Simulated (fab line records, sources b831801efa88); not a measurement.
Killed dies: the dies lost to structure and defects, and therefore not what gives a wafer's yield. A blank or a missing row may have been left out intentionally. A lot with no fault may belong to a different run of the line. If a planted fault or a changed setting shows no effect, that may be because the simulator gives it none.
fab line records	flow sky130
record: lots: 4	wafers: 12	last-day: 50
route steps=708 shown POLY_CUT@317 SD_P@320 RES_XHIGH@332 SD_N@342 PAD_OPEN@708
lots that met no fault: from a run of the same line without faults
start-h: hours from the record's first day to the start of the lot's first wafer shown	wait-h: hours from the lot's prior step to this one	" repeats the value in the row above	L1.1+2: a row that stands for several wafers	- no value, or no start was given	* or withheld: withheld	< > ~ a bound
route shown NAME@n: names a module that has steps shown in the file, with the first one's number in the route	usual: mean/standard deviation taken from wafers without a fault	same: alike in all rows	chamber/n: place in a boat	sites: the reading at each site	_std_site: the values' standard deviation	_edge_site: outer sites' mean less inner sites'	radius-mm: for every site, how far away it sits from the centre of the wafer	mask NAME#n: copy n	behind: tool/chamber where the wafer was last shaped	hold: why the lot was held/for how many hours/how that ended	device: names the non-switching transistor (n, p or np)	end of line: at the end of the route, the tests of the same wafers	where a step has no rows: the recipe by itself	killed: dies that structure and defects cost at the first sort, which is not the same as the wafer's yield	map: shows each die of a wafer: x if killed, . if not, _ if none is there
set.NAME: the run value of the setting; set.NAME@STEP: its run value at that earlier step	model.NAME: the simulator's own value behind a step, which no gauge read
lots at selected steps of the route; one table per step, one row per wafer
services: a tool's chamber out of use, with start hour (start-h, from the record's first day; less than 0 if before it), hours out, and reason
== steps ==
step: SKY_POLY_CUT_ETCH_10
recipe: chemistry: N2/H2	target: BARC	ion-energy-ev: 200	source-w: 500	bias-w: 100	pressure-mtorr: 30	n2-flow-sccm: 100	h2-flow-sccm: 200	stop-on: SiO2	time-s: 45.9	target-depth-a: 600
step: SKY_POLY_CUT_ETCH_11
recipe: target: Si3N4	chemistry: CF4/CH2F2/Ar	stop-on: poly-Si	source-w: 600	bias-w: 150	pressure-mtorr: 40	cf4-flow-sccm: 40	ch2f2-flow-sccm: 20	Ar_flow_sccm: 150	time-s: 42.5	target-depth-a: 600
step: SKY_POLY_CUT_STRIP_12
recipe: chemistry: O2/N2	power-w: 1400	pressure-mtorr: 1500	platen-temp-c: withheld	o2-flow-sccm: 3000	n2-flow-sccm: 300	overash-fraction: 0.5
step: SKY_SD_P_DEHYDRATE_00
recipe: temp-c: 200	time-s: 60
step: SKY_SD_P_HMDS_01
recipe: prime-time-s: 60	prime-temp-c: 120
step: SKY_SD_P_COAT_02
recipe: resist: NOVOLAK	spin-rpm: 3000	resist-thk-nm: 1140
step: SKY_SD_P_SOFTBAKE_03
recipe: temp-c: 90	time-s: 60	resist: NOVOLAK
step: SKY_SD_P_EXPOSE_04
recipe: mask-id: PSDM	na: 0.6	source-shape: conventional	sigma-outer: 0.6	polarization: unpolarized	target-cd-nm: 380	dose-mj: 138
step: SKY_SD_P_PEB_05
recipe: temp-c: withheld	time-s: *	resist: NOVOLAK
step: SKY_SD_P_DEVELOP_06
recipe: resist: NOVOLAK	developer: TMAH	develop-time-s: 60	dev-temp-c: 23
step: SKY_SD_P_IMPLANT_09
recipe: species: BF2	energy-kev: 20	dose-cm2: 3e+15	tilt-deg: 0
usual: beam-energy-keV: 19.999/0.0067	dose-ions-cm2: 2.9999e+15/2.9e+12
same: implant-ion-amu: 49
lot.wafer	tool	chamber	start-h	wait-h	beam-energy-keV	dose-ions-cm2	model.implant.rp-nm	model.implant.drp-nm
L478.1	implanter-03	0	598.04	0.0	20.000	2.9981e+15	17.54	9.746
L478.3	"	0	"	"	19.989	3.0032e+15	17.54	9.746
L478.4	"	0	"	"	19.992	2.9951e+15	17.54	9.746
L489.1	implanter-03	0	691.74	0.0	26.334	3.0037e+15	21.74	11.83
L489.4	"	0	"	"	26.328	2.9985e+15	21.74	11.83
L489.6	"	0	"	"	26.340	3.0011e+15	21.74	11.83
L490.1	implanter-03	0	702.49	0.0	26.330	2.9959e+15	22.16	11.83
L490.3	"	0	"	"	26.332	2.9979e+15	22.16	11.83
L490.4	"	0	"	"	26.320	2.9993e+15	22.16	11.83
L498.1	implanter-02	0	763.30	0.0	19.996	3.0022e+15	17.27	9.746
L498.4	"	0	"	"	20.004	3.0003e+15	17.27	9.746
L498.5	"	0	"	"	19.989	2.9969e+15	17.27	9.746
step: SKY_SD_P_STRIP_10
recipe: chemistry: O2/N2	power-w: 1400	pressure-mtorr: 1500	platen-temp-c: withheld	o2-flow-sccm: 3000	n2-flow-sccm: 300	overash-fraction: 0.5
usual: drypump-motor-current-A: 5.4/0.42	oes-product-au: 0.618/0.0048	strip-time-to-endpoint-s: 17.51/0.04
same: overash-fraction: 0.5
lot.wafer	tool	chamber	start-h	wait-h	drypump-motor-current-A	oes-product-au	rf-hours-counter-h	strip-time-to-endpoint-s
L478.1	plasma-asher-02	0	598.19	0.1	5.2	0.620	17	17.50
L478.3	"	1	"	"	5.1	0.617	-	17.50
L478.4	"	0	"	"	5.2	0.622	-	17.55
L489.1	plasma-asher-04	0	691.89	0.1	4.8	0.598	95	18.48
L489.4	"	0	"	"	4.8	0.602	-	18.48
L489.6	"	1	"	"	6.1	0.594	-	18.46
L490.1	plasma-asher-01	1	702.64	0.1	5.4	0.600	60	18.46
L490.3	"	0	"	"	5.9	0.595	-	18.46
L490.4	"	1	"	"	5.4	0.604	-	18.45
L498.1	plasma-asher-02	0	763.45	0.1	5.2	0.616	31	17.53
L498.4	"	1	"	"	5.2	0.627	-	17.53
L498.5	"	0	"	"	5.2	0.612	-	17.59
step: SKY_SD_P_TW_MEAS_11
usual: SD_P_TW: 2807/22
lot.wafer	tool	chamber	start-h	wait-h	SD_P_TW
L478.1	film-metro-01	-	598.29	0.1	2809
L478.3	"	-	"	"	2806
L478.4	"	-	"	"	2826
L489.1	film-metro-04	-	691.99	0.1	2998
L489.4	"	-	"	"	3010
L489.6	"	-	"	"	3002
L490.1	film-metro-02	-	702.74	0.1	3030
L490.3	"	-	"	"	3043
L490.4	"	-	"	"	3043
L498.1	film-metro-04	-	763.55	0.1	2838
L498.4	"	-	"	"	2843
L498.5	"	-	"	"	2842
step: SKY_RES_XHIGH_DEHYDRATE_00
recipe: temp-c: 200	time-s: 60
step: SKY_RES_XHIGH_HMDS_01
recipe: prime-time-s: 60	prime-temp-c: 120
step: SKY_RES_XHIGH_COAT_02
recipe: resist: NOVOLAK	spin-rpm: 3000	resist-thk-nm: 1140
step: SKY_RES_XHIGH_SOFTBAKE_03
recipe: temp-c: 90	time-s: 60	resist: NOVOLAK
step: SKY_RES_XHIGH_EXPOSE_04
recipe: mask-id: URPM	na: 0.6	source-shape: conventional	sigma-outer: 0.6	polarization: unpolarized	target-cd-nm: 1270	dose-mj: 140
step: SKY_RES_XHIGH_PEB_05
recipe: temp-c: withheld	time-s: *	resist: NOVOLAK
step: SKY_RES_XHIGH_DEVELOP_06
recipe: resist: NOVOLAK	developer: TMAH	develop-time-s: 60	dev-temp-c: 23
step: SKY_RES_XHIGH_IMPLANT_07
recipe: species: BF2	energy-kev: 20	dose-cm2: 3.6e+14	tilt-deg: 0
step: SKY_RES_XHIGH_STRIP_08
recipe: chemistry: O2/N2	power-w: 1400	pressure-mtorr: 1500	platen-temp-c: withheld	o2-flow-sccm: 3000	n2-flow-sccm: 300	overash-fraction: 0.5
step: SKY_SD_N_DEHYDRATE_00
recipe: temp-c: 200	time-s: 60
step: SKY_SD_N_HMDS_01
recipe: prime-time-s: 60	prime-temp-c: 120
step: SKY_SD_N_COAT_02
recipe: resist: NOVOLAK	spin-rpm: 3000	resist-thk-nm: 1140
step: SKY_SD_N_SOFTBAKE_03
recipe: temp-c: 90	time-s: 60	resist: NOVOLAK
step: SKY_SD_N_EXPOSE_04
recipe: mask-id: NSDM	na: 0.6	source-shape: conventional	sigma-outer: 0.6	polarization: unpolarized	target-cd-nm: 380	dose-mj: 141
step: SKY_SD_N_PEB_05
recipe: temp-c: withheld	time-s: *	resist: NOVOLAK
step: SKY_SD_N_DEVELOP_06
recipe: resist: NOVOLAK	developer: TMAH	develop-time-s: 60	dev-temp-c: 23
step: SKY_SD_N_IMPLANT_09
recipe: species: As	energy-kev: 50	dose-cm2: 4e+15	tilt-deg: 0
step: SKY_SD_N_IMPLANT_10
recipe: species: P	energy-kev: 20	dose-cm2: 1e+14	tilt-deg: 0
step: SKY_SD_N_STRIP_11
recipe: chemistry: O2/N2	power-w: 1400	pressure-mtorr: 1500	platen-temp-c: withheld	o2-flow-sccm: 3000	n2-flow-sccm: 300	overash-fraction: 0.5
step: SKY_SD_N_CLEAN_13
recipe: chemistry: SC1/SC2	mix: 1:4:20	temp-c: 70	time-s: 150	dry: n2-spin
step: SKY_SD_N_RTA_14
recipe: temp-c: 1075	time-s: 2	idle-temp-c: 650	ramp-up-c-per-s: 150	ramp-down-c-per-s: 90	ambient: N2
step: SKY_SD_N_RS_MEAS_17
recipe: thk-meas-gauge: four-point-probe
usual: SD_P_RS: 147.3/0.39
lot.wafer	tool	chamber	start-h	wait-h	SD_P_RS[ohm/sq]
L478.1	film-metro-04	-	657.35	0.1	147.4
L478.3	"	-	"	"	146.9
L478.4	"	-	"	"	147.0
L489.1	film-metro-04	-	747.56	0.1	128.5
L489.4	"	-	"	"	128.5
L489.6	"	-	"	"	128.6
L490.1	film-metro-01	-	758.50	0.1	129.1
L490.3	"	-	"	"	129.5
L490.4	"	-	"	"	129.1
L498.1	film-metro-01	-	817.70	0.1	147.4
L498.4	"	-	"	"	147.2
L498.5	"	-	"	"	147.4
step: SKY_PAD_OPEN_PROBE_99
usual: killed_at_M0_to_M3: 42/6.7	killed_at_M4_up: 3.3/2.1	killed-at-contacts: 24/5.1	killed-at-front-end: 15/4.6	killed-at-other: 0.3/0.58	killed-dies: 85/9.9	killed-open: 46/6.9	killed-short: 38/7
same: gross-dies: 492	killed-at-back-side: 0
lot.wafer	tool	chamber	start-h	wait-h	killed_at_M0_to_M3	killed_at_M4_up	killed-at-contacts	killed-at-front-end	killed-at-other	killed-dies	killed-open	killed-short	model.etest.pfet_01v8.r-on-ohm-um	model.etest.res-pdiff.line-ohm-um	model.etest.res-pdiff-hv.rs-ohm-sq	model.etest.res-pdiff.rs-ohm-sq	model.etest.pfet_01v8.drive-ua-um	model.etest.sram-pfet-latch.drive-ua-um	model.etest.pfet_01v8_hvt.drive-ua-um	model.etest.pfet_01v8_mvt.drive-ua-um
L478.1	prober-02	-	1086.12	0.1	37	3	17	9	0	66	38	28	2955	1366	192	198.8	188.1	143.7	139.8	149.1
L478.3	prober-02	-	1086.22	0.2	42	1	20	11	2	76	39	37	2818	1328	192.6	197.4	198.3	155.2	147.7	153.5
L478.4	prober-02	-	1086.27	0.2	46	5	22	20	1	94	55	39	2903	1364	190.3	195	191.9	142.4	143.2	151.9
L489.1	prober-01	-	1152.67	0.1	36	4	28	16	0	84	50	34	2777	1252	169.2	178.8	203	153.2	150	153.8
L489.4	prober-01	-	1152.82	0.2	33	4	31	9	0	77	41	36	2786	1215	168.6	176.6	200.9	150	150.9	153.8
L489.6	prober-01	-	1152.92	0.2	45	2	34	16	0	97	61	36	2816	1226	169.3	176.9	200.9	148.7	147.8	154.7
L490.1	prober-02	-	1156.22	0.1	45	3	21	17	0	86	46	39	2762	1213	167.8	177.6	205.5	153.9	152.3	154.8
L490.3	prober-02	-	1156.32	0.2	48	4	22	11	0	85	47	38	2722	1235	168.3	176.9	210.3	151.9	156.5	158.3
L490.4	prober-02	-	1156.37	0.2	37	4	35	14	0	90	43	47	2698	1232	167.4	175.3	212.4	158.1	158.1	155.9
L498.1	prober-02	-	1199.47	0.1	36	6	28	12	0	82	43	39	2797	1362	192.4	198.7	204.1	152.9	151.9	160.7
L498.4	prober-02	-	1199.62	0.2	37	1	34	7	1	80	47	33	2796	1360	191.3	198.4	202.2	147.3	149.7	158.4
L498.5	prober-02	-	1199.67	0.2	47	6	28	12	1	94	49	45	2824	1352	194.5	198.4	198.8	146.1	149.1	159.1
killed by level:class
L478.1 VIA1:geometric-particle:open=9 LI_CONTACT:geometric-particle:open=5 CONTACT:geometric-particle:open=5 VIA3:geometric-particle:open=5 METAL2:geometric-particle:short=4 VIA2:geometric-particle:open=4 VIA3:geometric-particle:short=4 POLY_GATE:geometric-particle:open=3
L478.3 VIA1:geometric-particle:open=10 METAL1:geometric-particle:short=9 CONTACT:geometric-particle:open=8 VIA3:geometric-particle:open=5 VIA2:geometric-particle:open=5 LOCAL_INTERCONNECT:geometric-particle:short=4 METAL3:geometric-particle:short=4 FIELD_ISO:geometric-particle:open=3
L478.4 VIA1:geometric-particle:open=15 VIA3:geometric-particle:open=10 CONTACT:geometric-particle:open=7 POLY_GATE:geometric-particle:short=6 CONTACT:geometric-particle:short=5 VIA2:geometric-particle:open=5 FIELD_ISO:geometric-particle:short=4 LOCAL_INTERCONNECT:geometric-particle:short=4
L489.1 LI_CONTACT:geometric-particle:open=12 CONTACT:geometric-particle:open=10 VIA1:geometric-particle:open=6 VIA2:geometric-particle:open=6 POLY_GATE:geometric-particle:short=5 METAL1:geometric-particle:short=5 CONTACT:geometric-particle:short=4 VIA3:geometric-particle:open=4
L489.4 LI_CONTACT:geometric-particle:open=14 VIA1:geometric-particle:open=9 LI_CONTACT:geometric-particle:short=6 VIA2:geometric-particle:open=6 METAL2:geometric-particle:short=5 LOCAL_INTERCONNECT:geometric-particle:short=4 METAL4:geometric-particle:short=4 FIELD_ISO:geometric-particle:short=3
L489.6 CONTACT:geometric-particle:open=17 VIA1:geometric-particle:open=12 POLY_GATE:geometric-particle:open=8 LOCAL_INTERCONNECT:geometric-particle:short=7 METAL1:geometric-particle:short=7 VIA2:geometric-particle:open=7 METAL2:geometric-particle:short=6 LI_CONTACT:geometric-particle:open=6
L490.1 VIA1:geometric-particle:open=13 CONTACT:geometric-particle:open=11 VIA1:geometric-particle:short=8 FIELD_ISO:geometric-particle:open=5 FIELD_ISO:geometric-particle:short=5 METAL1:geometric-particle:short=5 LI_CONTACT:geometric-particle:open=4 VIA2:geometric-particle:open=4
L490.3 VIA1:geometric-particle:open=9 LI_CONTACT:geometric-particle:open=8 CONTACT:geometric-particle:short=7 VIA2:geometric-particle:open=7 VIA3:geometric-particle:open=6 CONTACT:geometric-particle:open=5 VIA1:geometric-particle:short=4 METAL2:geometric-particle:short=4
L490.4 CONTACT:geometric-particle:open=10 CONTACT:geometric-particle:short=9 VIA2:geometric-particle:open=7 VIA1:geometric-particle:short=7 FIELD_ISO:geometric-particle:open=6 LOCAL_INTERCONNECT:geometric-particle:short=6 VIA1:geometric-particle:open=6 METAL2:geometric-particle:short=6
L498.1 LI_CONTACT:geometric-particle:open=8 CONTACT:geometric-particle:open=8 CONTACT:geometric-particle:short=8 VIA1:geometric-particle:open=7 METAL2:geometric-particle:short=5 VIA3:geometric-particle:open=5 POLY_GATE:geometric-particle:short=4 VIA2:geometric-particle:open=4
L498.4 CONTACT:geometric-particle:open=18 VIA1:geometric-particle:open=9 LI_CONTACT:geometric-particle:open=7 METAL2:geometric-particle:short=7 VIA2:geometric-particle:open=5 CONTACT:geometric-particle:short=4 METAL1:geometric-particle:short=4 VIA1:geometric-particle:short=3
L498.5 VIA1:geometric-particle:open=13 CONTACT:geometric-particle:open=10 LI_CONTACT:geometric-particle:open=6 CONTACT:geometric-particle:short=6 VIA3:geometric-particle:short=5 METAL1:geometric-particle:open=5 METAL2:geometric-particle:short=5 METAL4:geometric-particle:short=5
== services ==
tool	chamber	start-h	hours	kind
implanter-03	-	585.22	1.9	repair
implanter-02	-	596.53	2.1	repair
implanter-02	-	601.94	4.2	repair
implanter-02	-	607.62	4.8	pm
plasma-asher-02	-	619.08	15.6	pm
implanter-02	-	693.31	1.8	repair
plasma-asher-04	-	733.75	9.0	pm
plasma-asher-04	0	733.75	9.0	vent-cycle
plasma-asher-04	1	733.75	9.0	vent-cycle
plasma-asher-04	0	742.75	-	clean
plasma-asher-04	1	742.75	-	clean
plasma-asher-02	-	758.29	3.9	repair
implanter-03	-	762.87	4.7	pm
== key ==
first-sign: step: SKY_SD_P_IMPLANT_09	reading: beam-energy-keV	direction: up	sigmas: 99+	usual: *	struck: *
effect: step: SKY_SD_P_STRIP_10	reading: strip-time-to-endpoint-s	direction: up	sigmas: 24	usual: *	struck: *
effect: step: SKY_SD_P_TW_MEAS_11	reading: SD_P_TW	direction: up	sigmas: 9.9	usual: 2807	struck: 3021
effect: step: SKY_SD_N_RS_MEAS_17	reading: SD_P_RS	direction: down	sigmas: 47	usual: 147.3	struck: 128.9
model-effect: step: SKY_SD_P_IMPLANT_09	value: implant.rp-nm	without: 17.64	struck: 21.95
model-effect: step: SKY_PAD_OPEN_PROBE_99	value: etest.pfet_01v8.r-on-ohm-um	without: 2933	struck: 2760
met-at SKY_SD_P_IMPLANT_09
struck-wafers L489.1,L489.4,L489.6,L490.1,L490.3,L490.4
tester-left-out L489,L490
onset-between 598.04 691.74
fault: kind: process-parameter-drift	tool: implanter-03	chamber: -	onset-h: 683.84	steps: SKY_SD_P_IMPLANT_09	channel: energy-kev	offset: *	shape: step	end-h: 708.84	acts-in: *	stated: *
tester-left-out: of these lots the tester's yield and bins aren't shown, on N5 and GAA mostly nor the transistor test; their killed dies are dies lost to structure and defects alone, not to doping, threshold or leakage, so they don't give the yield
